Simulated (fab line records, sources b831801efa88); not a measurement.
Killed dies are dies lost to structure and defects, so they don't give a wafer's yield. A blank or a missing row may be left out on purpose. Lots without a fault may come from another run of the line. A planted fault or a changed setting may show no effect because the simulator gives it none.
fab line records | flow sfq_line
record lots=15 wafers=45 last_day=92
route steps=325 shown L0V@25 M6@252 I6@267 M7@282
lots that met no fault: from a run of the same line without faults
start_h: hours from the record's first day to the start of the lot's first wafer shown | wait_h: hours since the lot's step before | " the same as in the row above | L1.1+2: a row that stands for several wafers | - no value, or no start given | * or withheld: withheld | < > ~ a bound
route shown NAME@n: a module of which the file shows steps, and the number in the route of the first | usual: mean/standard deviation of fault-free wafers | same: alike in all rows | chamber/n: place in a boat | sites: the reading at each site | _std_site: their standard deviation | _edge_site: outer sites' mean less inner sites' | radius_mm: how far each site lies from the wafer's centre | mask NAME#n: copy n | behind: the tool/chamber that last shaped the wafer | hold: why the lot was held/for how many hours/how that ended | device: the transistor (n, p or np) that didn't switch | end of line: the same wafers' tests at the end of the route | a step without rows: its recipe alone | killed: dies lost to structure and defects at the first sort, not the wafer's yield | map: a wafer's dies, x killed, . not, _ none there
set.NAME: the setting as run; set.NAME@STEP: as run at that earlier step | model.NAME: the simulator's own value behind a step, which no gauge read
steps of the route over a sample of lots; a table a step, a row a wafer
services: from which hour (start_h, from the record's first day; less than 0 if before it) a tool's chamber was out of use, for how many hours, and why
## steps
# step SFQ_TRILAYER_L0_VIA_ETCH_VIA_ETCH_016
# recipe target=SiO2 stop_on=MoNx_KI mask_material=PR chemistry=CHF3 target_depth_nm=80 source_w=500 bias_w=80 pressure_mtorr=30 time_s=withheld
# usual chamber_pressure_mTorr=29.997/0.028 drypump_motor_current_A=5.6/0.42 oes_product_au=0.839/0.0073
# columns lot.wafer tool chamber start_h wait_h chamber_pressure_mTorr drypump_motor_current_A oes_product_au
L283.3 rie_diel-02 0 155.84 0.0 29.944 5.6 0.843
L283.4 " 1 " " 29.987 4.9 0.839
L283.5 " 0 " " 29.999 5.6 0.846
L284.1 rie_diel-03 1 161.84 0.0 30.043 5.9 0.831
L284.2 " 2 " " 30.008 6.0 0.836
L284.3 " 3 " " 29.973 5.5 0.836
L285.1 rie_diel-04 3 171.44 0.0 30.058 6.1 0.844
L285.3 " 0 " " 30.037 5.8 0.840
L285.4 " 1 " " 30.016 6.1 0.842
L286.1 rie_diel-02 1 179.84 0.0 29.959 4.9 0.833
L286.4 " 0 " " 30.005 5.6 0.841
L286.6 " 0 " " 29.996 5.6 0.839
L287.2 rie_diel-03 1 193.29 0.0 29.963 5.9 0.835
L287.3 " 3 " " 29.986 5.5 0.841
L287.4 " 2 " " 29.977 6.0 0.846
L293.1 rie_diel-02 3 251.31 0.0 29.991 5.2 0.822
L293.4 " 2 " " 30.034 6.0 0.835
L293.6 " 2 " " 29.995 6.0 0.838
L294.3 rie_diel-03 2 253.71 0.0 29.985 6.0 0.836
L294.5 " 3 " " 30.028 5.6 0.849
L294.6 " 2 " " 29.996 6.0 0.839
L297.3 rie_diel-03 2 268.24 0.0 29.969 6.0 0.829
L297.4 " 2 " " 30.068 6.0 0.842
L297.5 " 1 " " 29.984 5.9 0.840
L298.3 rie_diel-03 2 279.04 0.0 30.037 5.9 0.836
L298.4 " 3 " " 30.006 5.5 0.841
L298.5 " 2 " " 30.002 6.0 0.846
L299.1 rie_diel-02 0 282.64 0.0 30.047 5.6 0.838
L299.3 " 1 " " 30.014 4.9 0.825
L299.6 " 1 " " 29.989 4.8 0.841
L300.2 rie_diel-03 0 294.76 0.0 30.018 6.2 0.844
L300.3 " 2 " " 29.984 6.0 0.841
L300.5 " 3 " " 30.014 5.5 0.843
L302.1 rie_diel-02 1 313.96 0.0 29.962 4.8 0.840
L302.4 " 2 " " 30.010 6.0 0.852
L302.6 " 3 " " 29.999 5.2 0.845
L303.3 rie_diel-02 0 323.56 0.0 29.978 5.5 0.845
L303.5 " 3 " " 29.984 5.2 0.851
L303.6 " 2 " " 29.992 6.0 0.855
L304.1 rie_diel-02 1 327.16 0.0 29.990 4.9 0.839
L304.2 " 0 " " 29.997 5.6 0.831
L304.6 " 1 " " 29.961 4.9 0.839
L305.1 rie_diel-02 2 339.16 0.0 30.015 6.0 0.839
L305.3 " 1 " " 29.989 4.8 0.838
L305.5 " 0 " " 29.977 5.6 0.846
# step SFQ_TRILAYER_M6_DEP_SPUTTER_157
# recipe material=Nb base_pressure_pa=1.33e-06 chamber_pressure_pa=0.1333 substrate_temp_c=20 target_thk_nm=200 power_w=2000 time_s=133.3
# usual throttle_valve_pct=29.9/0.9
# columns lot.wafer tool chamber start_h wait_h throttle_valve_pct
L283.3 pvd_sputter-03 - 1755.12 0.0 29.4
L283.4 " - " " 31.6
L283.5 " - " " 29.4
L284.1 pvd_sputter-03 - 1772.59 0.0 29.3
L284.2 " - " " 32.0
L284.3 " - " " 31.0
L285.1 pvd_sputter-04 - 1773.70 0.0 30.9
L285.3 " - " " 28.9
L285.4 " - " " 28.8
L286.1 pvd_sputter-05 - 1776.17 0.0 30.3
L286.4 " - " " 29.6
L286.6 " - " " 29.2
L287.2 pvd_sputter-03 - 1780.46 0.0 29.2
L287.3 " - " " 29.6
L287.4 " - " " 31.0
L293.1 pvd_sputter-03 - 1794.85 0.0 29.4
L293.4 " - " " 31.7
L293.6 " - " " 30.8
L293.1 pvd_sputter-03 - 1795.11 0.2 29.3
L293.4 " - " " 31.8
L293.6 " - " " 31.2
L294.3 pvd_sputter-04 - 1797.26 0.0 28.9
L294.5 " - " " 30.9
L294.6 " - " " 29.1
L294.3 pvd_sputter-04 - 1797.52 0.2 29.1
L294.5 " - " " 30.6
L294.6 " - " " 29.0
L297.3 pvd_sputter-05 - 1866.64 0.0 30.5
L297.4 " - " " 29.3
L297.5 " - " " 30.4
L297.3 pvd_sputter-05 - 1866.90 0.2 30.5
L297.4 " - " " 29.0
L297.5 " - " " 30.5
L298.3 pvd_sputter-03 - 1968.54 0.0 31.3
L298.4 " - " " 29.4
L298.5 " - " " 29.4
L299.1 pvd_sputter-05 - 1970.11 0.0 29.9
L299.3 " - " " 30.6
L299.6 " - " " 29.8
L300.2 pvd_sputter-04 - 1998.20 0.0 29.1
L300.3 " - " " 28.8
L300.5 " - " " 29.5
L302.1 pvd_sputter-04 - 2020.80 0.0 28.8
L302.4 " - " " 28.9
L302.6 " - " " 29.2
L303.3 pvd_sputter-03 - 2025.78 0.0 29.5
L303.5 " - " " 31.8
L303.6 " - " " 29.4
L304.1 pvd_sputter-05 - 2029.20 0.0 29.1
L304.2 " - " " 29.8
L304.6 " - " " 29.9
L305.1 pvd_sputter-04 - 2030.58 0.0 28.9
L305.3 " - " " 28.9
L305.5 " - " " 30.7
# step SFQ_M6_RS_MEAS_938
# recipe thk_meas_gauge=four-point-probe reads=Nb_of_TRILAYER_M6_DEP_SPUTTER_157
# usual M6_NB_RS=0.886/0.0099
# columns lot.wafer tool chamber start_h wait_h M6_NB_RS[ohm/sq]
L283.3 film_metro-03 - 1755.25 0.1 0.894
L283.4 " - " " 0.889
L283.5 " - " " 0.892
L284.1 film_metro-01 - 1772.68 0.0 0.882
L284.2 " - " " 0.886
L284.3 " - " " 0.888
L285.1 film_metro-01 - 1773.79 0.0 0.877
L285.3 " - " " 0.882
L285.4 " - " " 0.872
L286.1 film_metro-01 - 1776.26 0.0 0.872
L286.4 " - " " 0.866
L286.6 " - " " 0.867
L287.2 film_metro-04 - 1780.58 0.1 0.905
L287.3 " - " " 0.894
L287.4 " - " " 0.899
L293.1 film_metro-03 - 1795.20 0.0 0.445
L293.4 " - " " 0.447
L293.6 " - " " 0.445
L293.1 film_metro-03 - 1795.48 0.3 0.444
L293.4 " - " " 0.448
L293.6 " - " " 0.445
L294.3 film_metro-03 - 1797.65 0.1 0.432
L294.5 " - " " 0.437
L294.6 " - " " 0.436
L294.3 film_metro-03 - 1797.94 0.3 0.432
L294.5 " - " " 0.436
L294.6 " - " " 0.435
L297.3 film_metro-03 - 1867.03 0.1 0.437
L297.4 " - " " 0.436
L297.5 " - " " 0.439
L297.3 film_metro-03 - 1867.31 0.3 0.438
L297.4 " - " " 0.436
L297.5 " - " " 0.438
L298.3 film_metro-04 - 1968.67 0.1 0.882
L298.4 " - " " 0.882
L298.5 " - " " 0.885
L299.1 film_metro-01 - 1970.21 0.0 0.881
L299.3 " - " " 0.886
L299.6 " - " " 0.888
L300.2 film_metro-03 - 1998.31 0.1 0.900
L300.3 " - " " 0.892
L300.5 " - " " 0.900
L302.1 film_metro-04 - 2020.89 0.0 0.889
L302.4 " - " " 0.893
L302.6 " - " " 0.898
L303.3 film_metro-04 - 2025.91 0.1 0.900
L303.5 " - " " 0.899
L303.6 " - " " 0.906
L304.1 film_metro-04 - 2029.29 0.0 0.883
L304.2 " - " " 0.879
L304.6 " - " " 0.883
L305.1 film_metro-03 - 2030.67 0.0 0.881
L305.3 " - " " 0.881
L305.5 " - " " 0.881
# step SFQ_TRILAYER_I6_CMP_CMP_166
# recipe material=SiO2 down_force_psi=3 platen_rpm=60 pad_velocity_m_s=0.94248
# usual motor_current_A=10.7/0.8 platen_rpm=59.99/0.04 time_to_endpoint_s=215/6.4
# columns lot.wafer tool chamber start_h wait_h motor_current_A platen_rpm time_to_endpoint_s
L283.3 cmp-02 0 1769.48 7.7 11.3 60.02 211
L283.4 " 2 1770.48 8.6 10.7 59.96 214
L283.5 " 0 1771.48 9.6 11.1 59.95 218
L284.1 cmp-02 2 1871.18 1.6 10.2 60.00 219
L284.2 " 3 " " 11.1 59.86 225
L284.3 " 0 " " 10.7 59.99 218
L286.1 cmp-01 0 1874.25 1.5 11.1 59.97 208
L286.4 " 2 1875.25 2.5 11.2 60.02 212
L286.6 " 0 1876.25 3.5 11.3 60.03 210
L285.3 cmp-02 3 1874.68 3.1 11.3 60.07 222
L285.1 " 0 " " 11.5 59.98 221
L285.4 " 1 " " 12.0 59.95 231
L287.2 cmp-02 1 1878.09 0.5 11.3 59.95 230
L287.3 " 2 " " 10.6 59.99 215
L287.4 " 3 " " 11.1 60.05 230
L298.4 cmp-02 2 1972.26 0.0 10.5 60.03 214
L298.3 " 3 " " 10.7 59.98 209
L298.5 " 2 1974.26 2.0 10.4 60.02 216
L299.1 cmp-01 2 1973.80 0.1 10.3 60.02 209
L299.3 " 3 " " 10.4 59.98 208
L299.6 " 3 1976.30 2.5 10.0 60.01 213
L300.2 cmp-02 0 2013.05 0.5 10.9 59.96 212
L300.3 " 1 " " 11.7 59.96 215
L300.5 " 3 2014.55 2.0 10.9 60.01 218
L302.1 cmp-01 0 2035.52 0.0 11.4 59.98 211
L302.4 " 1 " " 9.0 60.03 219
L302.6 " 1 2038.02 2.5 8.9 59.97 225
L303.3 cmp-01 3 2041.32 1.0 10.4 59.98 214
L303.6 " 1 2042.32 2.0 8.8 60.03 220
L303.5 " 2 " " 10.8 60.03 213
L304.2 cmp-02 1 2042.72 0.0 11.0 60.04 218
L304.1 " 3 2043.72 1.0 11.4 59.98 217
L304.6 " 2 2045.22 2.5 10.2 60.02 223
L305.3 cmp-01 2 2045.66 0.6 10.8 59.94 214
L305.1 " 0 2046.74 1.7 11.8 59.98 212
L305.5 " 2 2047.82 2.7 10.4 59.96 214
# step SFQ_TRILAYER_M7_DEP_SPUTTER_175
# recipe material=Nb base_pressure_pa=1.33e-06 chamber_pressure_pa=0.1333 substrate_temp_c=20 target_thk_nm=200 power_w=2000 time_s=133.3
# usual throttle_valve_pct=30.2/0.86
# columns lot.wafer tool chamber start_h wait_h throttle_valve_pct
L283.3 pvd_sputter-06 - 1864.91 0.0 29.1
L283.4 " - " " 31.2
L283.5 " - " " 31.2
L284.1 pvd_sputter-06 - 1971.53 0.0 29.1
L284.2 " - " " 29.7
L284.3 " - " " 29.9
L285.1 pvd_sputter-03 - 1975.55 0.0 29.4
L285.3 " - " " 29.5
L285.4 " - " " 30.7
L286.1 pvd_sputter-05 - 1976.15 0.0 29.5
L286.4 " - " " 29.7
L286.6 " - " " 30.4
L287.2 pvd_sputter-06 - 1977.95 0.0 31.1
L287.3 " - " " 30.0
L287.4 " - " " 29.9
L298.3 pvd_sputter-05 - 2071.30 0.0 30.4
L298.4 " - " " 30.1
L298.5 " - " " 30.4
L299.1 pvd_sputter-03 - 2072.48 0.0 29.4
L299.3 " - " " 31.9
L299.6 " - " " 30.8
L300.2 pvd_sputter-06 - 2092.88 0.0 30.0
L300.3 " - " " 29.8
L300.5 " - " " 29.7
L302.1 pvd_sputter-06 - 2108.41 0.0 31.3
L302.4 " - " " 30.0
L302.6 " - " " 29.8
L303.3 pvd_sputter-03 - 2110.81 0.0 30.9
L303.5 " - " " 31.7
L303.6 " - " " 29.4
L304.1 pvd_sputter-05 - 2112.01 0.0 28.9
L304.2 " - " " 30.3
L304.6 " - " " 29.1
L305.1 pvd_sputter-06 - 2113.22 0.0 30.0
L305.3 " - " " 29.1
L305.5 " - " " 31.4
## services
# columns tool chamber start_h hours kind
pvd_sputter-05 - 161.57 0.8 repair
rie_diel-02 1 199.11 9.7 repair
pvd_sputter-05 - 221.00 3.3 repair
pvd_sputter-03 - 223.89 1.9 repair
pvd_sputter-05 - 257.85 1.3 repair
rie_diel-02 0 291.21 4.5 repair
rie_diel-02 0 301.11 9.5 repair
pvd_sputter-05 - 335.26 3.8 repair
pvd_sputter-03 - 430.07 11.9 repair
pvd_sputter-05 - 432.11 3.2 repair
rie_diel-02 1 545.66 4.2 repair
rie_diel-02 3 605.02 11.9 repair
pvd_sputter-03 - 612.34 0.7 repair
rie_diel-02 - 614.03 0.9 repair
rie_diel-02 2 664.20 3.7 repair
pvd_sputter-03 - 668.52 1.9 repair
pvd_sputter-03 - 690.94 1.0 repair
pvd_sputter-03 - 876.46 4.9 repair
pvd_sputter-03 - 920.92 4.6 repair
pvd_sputter-03 - 935.51 3.1 repair
pvd_sputter-03 - 1195.37 5.1 repair
pvd_sputter-03 - 1432.65 3.5 repair
pvd_sputter-03 - 1735.04 8.3 repair
pvd_sputter-03 - 2064.98 2.9 repair
## key
first_sign step=SFQ_TRILAYER_M6_DEP_SPUTTER_157 reading=visit direction=added
effect step=SFQ_M6_RS_MEAS_938 reading=visit direction=added
effect step=SFQ_M6_RS_MEAS_938 reading=M6_NB_RS direction=down sigmas=45 usual=0.886 struck=0.440
met_at SFQ_TRILAYER_M6_DEP_SPUTTER_157
struck_lots L293,L294,L297
scrapped_behind SFQ_M6_RS_MEAS_938 L293.1,L293.4,L293.6,L294.3,L294.5,L294.6,L297.3,L297.4,L297.5
not_acting_at SFQ_TRILAYER_L0_VIA_ETCH_VIA_ETCH_016,SFQ_TRILAYER_I6_CMP_CMP_166,SFQ_TRILAYER_M7_DEP_SPUTTER_175
fault kind=repeated_step_whole tool=pvd_sputter-03,pvd_sputter-04,pvd_sputter-05 chamber=- onset_h=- steps=SFQ_TRILAYER_M6_DEP_SPUTTER_157 times=1 scope=struck_lots_only
